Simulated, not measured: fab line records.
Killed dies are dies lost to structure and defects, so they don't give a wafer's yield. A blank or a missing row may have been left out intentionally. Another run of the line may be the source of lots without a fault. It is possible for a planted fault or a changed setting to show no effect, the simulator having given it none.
Which tool did it? || flow sky130 || 39 wafers from 13 lots sampled at 4 of the route's 708 steps

WHAT EACH GAUGE READ, for each wafer
SKY_FIELD_ISO_CD_MEAS_13: target cd 150 nm. Usual: cdNm 150.1 nm, standard deviation 1.6.
{"lot": "L566", "measured": "day 2 05:33", "on": "cdSem-02", "cdNm (nm)": "149.8 150.3 150.5", "flag": ""}
{"lot": "L567", "measured": "day 2 10:15", "on": "cdSem-02", "cdNm (nm)": "147.3 148.9 149.4", "flag": ""}
{"lot": "L569", "measured": "day 2 20:40", "on": "cdSem-02", "cdNm (nm)": "152.0 150.1 150.5", "flag": ""}
{"lot": "L573", "measured": "day 3 22:09", "on": "cdSem-02", "cdNm (nm)": "150.4 150.6 149.4", "flag": ""}
{"lot": "L577", "measured": "day 4 14:13", "on": "cdSem-01", "cdNm (nm)": "153.0 151.7 151.6", "flag": ""}
{"lot": "L579", "measured": "day 5 00:40", "on": "cdSem-01", "cdNm (nm)": "149.8 147.6 148.1", "flag": ""}
{"lot": "L580", "measured": "day 5 07:00", "on": "cdSem-01", "cdNm (nm)": "150.6 150.8 149.6", "flag": ""}
{"lot": "L581", "measured": "day 5 09:58", "on": "cdSem-01", "cdNm (nm)": "153.0 154.5 153.9", "flag": ""}
{"lot": "L584", "measured": "day 6 03:18", "on": "cdSem-01", "cdNm (nm)": "149.5 150.8 151.2", "flag": ""}
{"lot": "L586", "measured": "day 6 13:18", "on": "cdSem-02", "cdNm (nm)": "149.2 148.6 148.3", "flag": ""}
{"lot": "L587", "measured": "day 6 18:15", "on": "cdSem-01", "cdNm (nm)": "147.7 146.2 146.8", "flag": ""}
{"lot": "L588", "measured": "day 6 23:22", "on": "cdSem-02", "cdNm (nm)": "149.6 148.0 147.9", "flag": ""}
{"lot": "L589", "measured": "day 7 05:22", "on": "cdSem-02", "cdNm (nm)": "150.2 150.6 148.7", "flag": ""}

SKY_NWELL_RS_MEAS_29: a four-point-probe measurement. Usual: NWELL_RS gives 624.6 ohm/sq (standard deviation 1.7).
{"lot": "L566", "measured": "day 5 21:24", "on": "filmMetro-02", "NWELL_RS (ohm/sq)": "626.9 622.9 623.8", "flag": ""}
{"lot": "L567", "measured": "day 5 22:02", "on": "filmMetro-01", "NWELL_RS (ohm/sq)": "627.7 625.0 624.3", "flag": ""}
{"lot": "L569", "measured": "day 6 08:32", "on": "filmMetro-02", "NWELL_RS (ohm/sq)": "624.5 625.6 624.0", "flag": ""}
{"lot": "L573", "measured": "day 7 08:54", "on": "filmMetro-01", "NWELL_RS (ohm/sq)": "624.4 626.2 623.0", "flag": ""}
{"lot": "L577", "measured": "day 8 05:20", "on": "filmMetro-02", "NWELL_RS (ohm/sq)": "628.3 626.2 625.3", "flag": ""}
{"lot": "L579", "measured": "day 8 19:55", "on": "filmMetro-04", "NWELL_RS (ohm/sq)": "624.7 624.0 624.1", "flag": ""}
{"lot": "L580", "measured": "day 9 04:11", "on": "filmMetro-04", "NWELL_RS (ohm/sq)": "622.0 622.1 621.5", "flag": ""}
{"lot": "L581", "measured": "day 9 04:46", "on": "filmMetro-02", "NWELL_RS (ohm/sq)": "622.8 624.2 622.2", "flag": ""}
{"lot": "L584", "measured": "day 9 23:54", "on": "filmMetro-02", "NWELL_RS (ohm/sq)": "622.3 624.4 625.1", "flag": ""}
{"lot": "L586", "measured": "day 10 12:18", "on": "filmMetro-02", "NWELL_RS (ohm/sq)": "625.2 626.2 624.9", "flag": ""}
{"lot": "L587", "measured": "day 11 02:48", "on": "filmMetro-02", "NWELL_RS (ohm/sq)": "625.5 623.6 625.6", "flag": ""}
{"lot": "L588", "measured": "day 11 05:01", "on": "filmMetro-01", "NWELL_RS (ohm/sq)": "624.0 624.5 623.1", "flag": ""}
{"lot": "L589", "measured": "day 11 09:28", "on": "filmMetro-04", "NWELL_RS (ohm/sq)": "620.3 622.4 622.9", "flag": ""}

WHAT TOOL EACH LOT RAN ON (gives the tool, then ch and the chambers of the sampled wafers, and finally the start)
{"lot": "L566", "SKY_FIELD_ISO_ETCH_15": "rieDiel-01 ch 0,2,3, day 2 05:43", "SKY_NWELL_STRIP_25": "plasmaAsher-01 ch 0,1, day 5 21:05"}
{"lot": "L567", "SKY_FIELD_ISO_ETCH_15": "rieDiel-01 ch 0,3, day 2 10:25", "SKY_NWELL_STRIP_25": "plasmaAsher-01 ch 0,1, day 5 21:43"}
{"lot": "L569", "SKY_FIELD_ISO_ETCH_15": "rieDiel-02 ch 0,1, day 2 20:47", "SKY_NWELL_STRIP_25": "plasmaAsher-02 ch 0,1, day 6 08:12"}
{"lot": "L573", "SKY_FIELD_ISO_ETCH_15": "rieDiel-02 ch 0,1,2, day 3 22:19", "SKY_NWELL_STRIP_25": "plasmaAsher-02 ch 0,1, day 7 08:35"}
{"lot": "L577", "SKY_FIELD_ISO_ETCH_15": "rieDiel-02 ch 1,2,3, day 4 14:19", "SKY_NWELL_STRIP_25": "plasmaAsher-01 ch 0,1, day 8 05:00"}
{"lot": "L579", "SKY_FIELD_ISO_ETCH_15": "rieDiel-02 ch 0,1,2, day 5 00:49", "SKY_NWELL_STRIP_25": "plasmaAsher-01 ch 0,1, day 8 19:35"}
{"lot": "L580", "SKY_FIELD_ISO_ETCH_15": "rieDiel-04 ch 0,2, day 5 07:10", "SKY_NWELL_STRIP_25": "plasmaAsher-02 ch 0,1, day 9 03:52"}
{"lot": "L581", "SKY_FIELD_ISO_ETCH_15": "rieDiel-04 ch 1,2,3, day 5 10:07", "SKY_NWELL_STRIP_25": "plasmaAsher-02 ch 0,1, day 9 04:26"}
{"lot": "L584", "SKY_FIELD_ISO_ETCH_15": "rieDiel-01 ch 1,3, day 6 03:28", "SKY_NWELL_STRIP_25": "plasmaAsher-03 ch 0,1, day 9 23:35"}
{"lot": "L586", "SKY_FIELD_ISO_ETCH_15": "rieDiel-01 ch 1,3, day 6 13:28", "SKY_NWELL_STRIP_25": "plasmaAsher-01 ch 0,1, day 10 11:59"}
{"lot": "L587", "SKY_FIELD_ISO_ETCH_15": "rieDiel-04 ch 0,2, day 6 18:25", "SKY_NWELL_STRIP_25": "plasmaAsher-03 ch 0,1, day 11 02:29"}
{"lot": "L588", "SKY_FIELD_ISO_ETCH_15": "rieDiel-04 ch 0,1,3, day 6 23:31", "SKY_NWELL_STRIP_25": "plasmaAsher-01 ch 0,1, day 11 04:41"}
{"lot": "L589", "SKY_FIELD_ISO_ETCH_15": "rieDiel-01 ch 0,1, day 7 05:28", "SKY_NWELL_STRIP_25": "plasmaAsher-01 ch 0,1, day 11 09:07"}
- SKY_FIELD_ISO_ETCH_15: etches the open film in CHF3/O2, stops on Si, target depth 180 nm, time 72 s.
- SKY_NWELL_STRIP_25: strips in O2/N2.

WHAT THE TOOLS THEMSELVES READ (means of the sampled wafers that have a number; where no wafer has one, the mark that the record gives instead)
SKY_FIELD_ISO_ETCH_15. Usual: biasW 200.0 W, standard deviation 0.57; chf3FlowSccm 50.01 sccm, standard deviation 0.15; drypumpMotorCurrentA 5.8 A, standard deviation 0.43; oesProductAu 0.942 a.u., standard deviation 0.0071; throttleValvePct 8.843 %, standard deviation 0.0087.
{"lot": "L566", "tool": "rieDiel-01", "biasW (W)": 199.8, "chf3FlowSccm (sccm)": 49.94, "drypumpMotorCurrentA (A)": 5.7, "oesProductAu (a.u.)": 0.946, "throttleValvePct (%)": 8.844, "flag": ""}
{"lot": "L567", "tool": "rieDiel-01", "biasW (W)": 200.3, "chf3FlowSccm (sccm)": 50.02, "drypumpMotorCurrentA (A)": 5.8, "oesProductAu (a.u.)": 0.944, "throttleValvePct (%)": 8.833, "flag": ""}
{"lot": "L569", "tool": "rieDiel-02", "biasW (W)": 200.8, "chf3FlowSccm (sccm)": 50.06, "drypumpMotorCurrentA (A)": 6.3, "oesProductAu (a.u.)": 0.933, "throttleValvePct (%)": 8.842, "flag": ""}
{"lot": "L573", "tool": "rieDiel-02", "biasW (W)": 199.3, "chf3FlowSccm (sccm)": 49.99, "drypumpMotorCurrentA (A)": 6.4, "oesProductAu (a.u.)": 0.928, "throttleValvePct (%)": 8.843, "flag": ""}
{"lot": "L577", "tool": "rieDiel-02", "biasW (W)": 197.9, "chf3FlowSccm (sccm)": 49.98, "drypumpMotorCurrentA (A)": 6.3, "oesProductAu (a.u.)": 0.955, "throttleValvePct (%)": 8.848, "flag": "OFF"}
{"lot": "L579", "tool": "rieDiel-02", "biasW (W)": 197.8, "chf3FlowSccm (sccm)": 50.01, "drypumpMotorCurrentA (A)": 6.4, "oesProductAu (a.u.)": 0.946, "throttleValvePct (%)": 8.843, "flag": "OFF"}
{"lot": "L580", "tool": "rieDiel-04", "biasW (W)": 200.3, "chf3FlowSccm (sccm)": 50.02, "drypumpMotorCurrentA (A)": 5.5, "oesProductAu (a.u.)": 0.952, "throttleValvePct (%)": 8.845, "flag": ""}
{"lot": "L581", "tool": "rieDiel-04", "biasW (W)": 199.7, "chf3FlowSccm (sccm)": 50.02, "drypumpMotorCurrentA (A)": 5.6, "oesProductAu (a.u.)": 0.943, "throttleValvePct (%)": 8.840, "flag": ""}
{"lot": "L584", "tool": "rieDiel-01", "biasW (W)": 200.1, "chf3FlowSccm (sccm)": 49.97, "drypumpMotorCurrentA (A)": 5.6, "oesProductAu (a.u.)": 0.938, "throttleValvePct (%)": 8.841, "flag": ""}
{"lot": "L586", "tool": "rieDiel-01", "biasW (W)": 200.4, "chf3FlowSccm (sccm)": 50.14, "drypumpMotorCurrentA (A)": 5.6, "oesProductAu (a.u.)": 0.939, "throttleValvePct (%)": 8.839, "flag": ""}
{"lot": "L587", "tool": "rieDiel-04", "biasW (W)": 200.3, "chf3FlowSccm (sccm)": 50.05, "drypumpMotorCurrentA (A)": 5.5, "oesProductAu (a.u.)": 0.942, "throttleValvePct (%)": 8.833, "flag": ""}
{"lot": "L588", "tool": "rieDiel-04", "biasW (W)": 199.5, "chf3FlowSccm (sccm)": 50.00, "drypumpMotorCurrentA (A)": 5.6, "oesProductAu (a.u.)": 0.946, "throttleValvePct (%)": 8.838, "flag": ""}
{"lot": "L589", "tool": "rieDiel-01", "biasW (W)": 200.3, "chf3FlowSccm (sccm)": 50.24, "drypumpMotorCurrentA (A)": 5.9, "oesProductAu (a.u.)": 0.942, "throttleValvePct (%)": 8.845, "flag": ""}

SKY_NWELL_STRIP_25. Usual: drypumpMotorCurrentA 5.7 A, standard deviation 0.43; oesProductAu 0.722 a.u., standard deviation 0.0047; stripTimeToEndpointS 36.91 s, standard deviation 0.11.
{"lot": "L566", "tool": "plasmaAsher-01", "drypumpMotorCurrentA (A)": 5.3, "oesProductAu (a.u.)": 0.725, "stripTimeToEndpointS (s)": 36.92, "flag": ""}
{"lot": "L567", "tool": "plasmaAsher-01", "drypumpMotorCurrentA (A)": 5.5, "oesProductAu (a.u.)": 0.724, "stripTimeToEndpointS (s)": 36.80, "flag": ""}
{"lot": "L569", "tool": "plasmaAsher-02", "drypumpMotorCurrentA (A)": 5.9, "oesProductAu (a.u.)": 0.722, "stripTimeToEndpointS (s)": 36.91, "flag": ""}
{"lot": "L573", "tool": "plasmaAsher-02", "drypumpMotorCurrentA (A)": 5.9, "oesProductAu (a.u.)": 0.718, "stripTimeToEndpointS (s)": 36.90, "flag": ""}
{"lot": "L577", "tool": "plasmaAsher-01", "drypumpMotorCurrentA (A)": 5.5, "oesProductAu (a.u.)": 0.720, "stripTimeToEndpointS (s)": 36.95, "flag": ""}
{"lot": "L579", "tool": "plasmaAsher-01", "drypumpMotorCurrentA (A)": 5.5, "oesProductAu (a.u.)": 0.728, "stripTimeToEndpointS (s)": 36.92, "flag": ""}
{"lot": "L580", "tool": "plasmaAsher-02", "drypumpMotorCurrentA (A)": 6.1, "oesProductAu (a.u.)": 0.723, "stripTimeToEndpointS (s)": 37.06, "flag": ""}
{"lot": "L581", "tool": "plasmaAsher-02", "drypumpMotorCurrentA (A)": 6.1, "oesProductAu (a.u.)": 0.722, "stripTimeToEndpointS (s)": 36.98, "flag": ""}
{"lot": "L584", "tool": "plasmaAsher-03", "drypumpMotorCurrentA (A)": 5.6, "oesProductAu (a.u.)": 0.723, "stripTimeToEndpointS (s)": 37.07, "flag": ""}
{"lot": "L586", "tool": "plasmaAsher-01", "drypumpMotorCurrentA (A)": 5.5, "oesProductAu (a.u.)": 0.720, "stripTimeToEndpointS (s)": 36.85, "flag": ""}
{"lot": "L587", "tool": "plasmaAsher-03", "drypumpMotorCurrentA (A)": 5.6, "oesProductAu (a.u.)": 0.716, "stripTimeToEndpointS (s)": 36.96, "flag": ""}
{"lot": "L588", "tool": "plasmaAsher-01", "drypumpMotorCurrentA (A)": 5.2, "oesProductAu (a.u.)": 0.723, "stripTimeToEndpointS (s)": 36.68, "flag": ""}
{"lot": "L589", "tool": "plasmaAsher-01", "drypumpMotorCurrentA (A)": 5.2, "oesProductAu (a.u.)": 0.723, "stripTimeToEndpointS (s)": 36.93, "flag": ""}

THE ANSWER, worked out from the rows above alone
Rule: a lot is off if the mean of its wafers that have a number lies more than 3 standard deviations from the usual mean. A lot without any number at a reading at which 4 lots or more have one is off too. Any other lot the step has rows for is counted as sound. First the gauges in route order, then the tools' own readings, where a lot's mean is used as printed above. The first step at which some lot is off is used, and at that step the reading that is off furthest; a lot without a number counts as furthest.
Off: L577, L579 (SKY_FIELD_ISO_ETCH_15, biasW).
If a tool, at that step or one of the process steps before it, ran each lot that is off and ran no sound lot following the first of them, it fits. One candidate fits, namely rieDiel-02 at SKY_FIELD_ISO_ETCH_15. Its last sound lot is L573 (day 3 22:19), its first lot that is off L577 (day 4 14:19): a fault that began between those two fits.
The tool's own readings at SKY_FIELD_ISO_ETCH_15 bear it out: on the lots that are off they differ by more than 5 times the standard deviation of the sound lots' means. biasW reads 197.9 W there against 200.1 W on the sound lots.

WHAT THE SIMULATOR PUT IN
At SKY_FIELD_ISO_ETCH_15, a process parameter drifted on rieDiel-02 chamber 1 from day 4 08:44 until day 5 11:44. Setting biasW shifted by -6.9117 from 200. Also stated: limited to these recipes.
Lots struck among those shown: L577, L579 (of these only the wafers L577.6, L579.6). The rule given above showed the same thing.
